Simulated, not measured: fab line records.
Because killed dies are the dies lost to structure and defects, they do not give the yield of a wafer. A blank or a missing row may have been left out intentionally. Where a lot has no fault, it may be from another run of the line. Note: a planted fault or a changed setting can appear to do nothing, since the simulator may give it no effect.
Problem report, 8D (eight disciplines) form, completed by code	flow sfq-line	the parts of the form that need people (team, actions taken, sign-off) are left out

== 1. THE PROBLEM ==
head-pressure-psi at SFQ_TRILAYER_A5B_CMP_CMP_130 reads a mean of 2.870 psi on 1 wafer of 1 lot; wafers without a fault read 3.000 psi with a standard deviation of 0.0071. That puts it -18 standard deviations away from the usual mean.
The step: polishes, stops on Nb, target thk 340.7 nm.
The first sign was on wafer L499.5 at day 64 08:07, on cmp-01. At this step, 39 wafers from 13 lots have a number in the record. The rule behind "out" and "out of limits": a value lying over 4 standard deviations away from the usual mean. All remaining wafers that have a number are taken as sound.

== 2. WHAT IT IS, WHAT IT ISN'T ==
question	is	is not
which readings at this step	head-pressure-psi	motor-current-A, retaining-ring-pressure-frac
which lots	L499	L487, L488, L489, L490, L491, L492, L493, L496, L500, L505, L506, L510
which wafers of those lots	L499.5	L499.2, L499.6
read on which tools	cmp-01	cmp-02
when	from day 64 08:07	up to then (26 sound wafers); but 12 sound wafers of L500, L505, L506, L510 came after

== 3. WHAT RULES OUT EACH SUSPECT ==
Counting: if a tool at a process step up to the reading ran every lot that is out, it stays a suspect. Sound lots after the first of them don't rule it out here, since some wafers of a struck lot are sound.
- cmp-01 at SFQ_TRILAYER_A5B_CMP_CMP_130 (polishes, stops on Nb, target thk 340.7 nm): kept. It processed L499, the lot that is out, at day 64 08:07, and its most recent sound lot before then was L492 at day 61 17:25. On those wafers its own readings are out: head-pressure-psi.
- In cmp-01 at SFQ_TRILAYER_A5B_CMP_CMP_130, the wafers that are out were processed in chamber 2 and their sound lot-mates in chambers 0, 1.
The count leaves cmp-01 at SFQ_TRILAYER_A5B_CMP_CMP_130.

== 4. THE CAUSE (what the simulator had put in) ==
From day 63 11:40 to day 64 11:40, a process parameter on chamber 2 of cmp-01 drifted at SFQ_TRILAYER_A5B_CMP_CMP_130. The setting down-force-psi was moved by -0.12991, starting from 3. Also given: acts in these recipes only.
This tool alone remained once counting was done.

== 5. THE CHAIN OF EFFECTS, in route order ==
Rows list readings where the struck wafers' mean (over those with a number) sits beyond 3 standard deviations from the usual. Readings are gone through only where the record gives a usual standard deviation; hours: the median, over the lots, of the time from a lot's start at the first step in this table giving one to that lot's start at this step; sigmas: the change measured in usual standard deviations.
hours	step	reading	usual	on struck wafers	change	sigmas
0	SFQ_TRILAYER_A5B_CMP_CMP_130	head-pressure-psi	3.000 psi	2.870	-0.130	-18
The process steps in it:
- SFQ_TRILAYER_A5B_CMP_CMP_130: polishes, stops on Nb, target thk 340.7 nm.

== 6. HOW IT WOULD HAVE BEEN CAUGHT EARLIER ==
The fault began at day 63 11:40; the first out-of-limits reading in this record came at day 64 08:07, 20 hours later.
